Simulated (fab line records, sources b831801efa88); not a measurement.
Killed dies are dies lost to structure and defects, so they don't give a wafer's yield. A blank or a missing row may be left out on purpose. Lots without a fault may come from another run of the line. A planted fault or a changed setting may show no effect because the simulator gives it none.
A struck lot beside a sound one | flow sky130 | 15 steps out of a route of 708
Sound: wafers L859.1, L859.2, L859.3. Struck: wafer L855.3. (L855.4, L855.6 of the same lot were not struck and are left out.) The cause comes at the end.
At each step with rows: each side's tool, then ch and its chambers, then its first start. Under that, the readings that differ: sound wafers | struck wafers | difference of the means | sigmas: that difference in standard deviations of wafers without a fault.
alike: readings whose means differ by less than 2 such deviations, and words and numbers that are the same on both sides. not compared: withheld readings, readings that some wafer has no value for, bounds like >300 that may hide the same value, and numbers for which the record gives no deviation and whose values overlap.
The two part at a step that has a row with sigmas, a row that says differs or no value, or rows on one side only. Numbers that don't overlap but have no deviation are shown without sigmas and don't part them. A reading that every wafer of one side lacks parts them only if that side has two wafers or more.

SKY_VIA3_OVL_MEAS_13:
  sound on overlay-02, day 45 11:43; struck on overlay-01, day 44 12:34
  alike: VIA3_OVL
SKY_VIA3_ETCH_14: etches BARC in N2/H2, stops on SiO2, time 45.9 s, target depth 60 nm.
  sound on rie_diel-02 ch 0,2,3, day 45 11:44; struck on rie_diel-03 ch 1, day 44 12:35
  alike: drypump_motor_current_A, oes_product_au, throttle_valve_pct
  not compared: rf_hours_counter_h
then, 1 step without rows for these wafers: SKY_VIA3_ETCH_15 (etches SiO2 in C4F8/O2/Ar, stops on TiN, target depth 507 nm, time 78 s).
SKY_VIA3_STRIP_16: strips in O2/N2.
  sound on plasma_asher-01 ch 0,1, day 45 11:50; struck on plasma_asher-04 ch 1, day 44 12:44
  reading                     | sound          | struck | difference | sigmas
  drypump_motor_current_A (A) | 5.36 5.34 5.33 | 5.81   | +0.47      | +3
  alike: o2_flow_sccm, oes_product_au, strip_time_to_endpoint_s
  not compared: rf_hours_counter_h
then, 3 steps without rows for these wafers: SKY_VIA3_STRIP_17 (strips in post etch residue remover, time 1200 s); SKY_VIA3_CLEAN_18 (cleans in IPA, time 180 s); SKY_VIA3_CLEAN_19 (cleans in O3/DIW).
SKY_VIA3_SPUTTER_20: material TiN, target thk 20 nm, time 80 s.
  sound on pvd_sputter-03, day 45 12:26; struck on pvd_sputter-01, day 44 13:17
  alike: throttle_valve_pct
then, 1 step without rows for these wafers: SKY_VIA3_CVD_21 (deposits W, target thk 390 nm, time 117.31 s).
SKY_VIA3_RS_MEAS_22: measures by four-point-probe.
  sound on film_metro-04, day 45 12:37; struck on film_metro-02, day 44 13:31
  alike: VIA3_W_RS
SKY_VIA3_THK_MEAS_23: measures by xrf.
  sound on film_metro-04, day 45 12:44; struck on film_metro-02, day 44 13:37
  alike: VIA3_W_THK
SKY_VIA3_CMP_24: polishes, stops on SiO2, t overpolish 20 s, target thk 0 nm.
  sound on cmp-02 ch 0,1,3, day 45 12:48; struck on cmp-01 ch 3, day 44 13:51
  alike: motor_current_A, overpolish_run_s, retaining_ring_pressure_frac, slurry_flow_ml_min, time_to_endpoint_s
SKY_METAL4_SPUTTER_00: material Ti, target thk 15 nm, time 10 s.
  sound on pvd_sputter-04, day 45 13:06; struck on pvd_sputter-03, day 44 14:09
  reading                                   | sound             | struck | difference | sigmas
  throttle_valve_pct (%)                    | 30.5 29.6 28.3    | 31.6   | +2.1       | +2
  model.Ti_of_METAL4_SPUTTER_00.thk_nm (nm) | 14.92 15.04 15.09 | 13.56  | -1.46      |
SKY_METAL4_SPUTTER_01: material TiN, target thk 20 nm, time 16.7 s.
  sound on pvd_sputter-04, day 45 13:07; struck on pvd_sputter-03, day 44 14:11
  reading                | sound          | struck | difference | sigmas
  throttle_valve_pct (%) | 30.5 29.8 28.7 | 31.8   | +2.1       | +2
then, 1 step without rows for these wafers: SKY_PAD_OPEN_PROBE_99.

WHERE THEY PART
First at SKY_VIA3_STRIP_16; last, within this record, at SKY_METAL4_SPUTTER_01.

WHY: what the simulator had put in
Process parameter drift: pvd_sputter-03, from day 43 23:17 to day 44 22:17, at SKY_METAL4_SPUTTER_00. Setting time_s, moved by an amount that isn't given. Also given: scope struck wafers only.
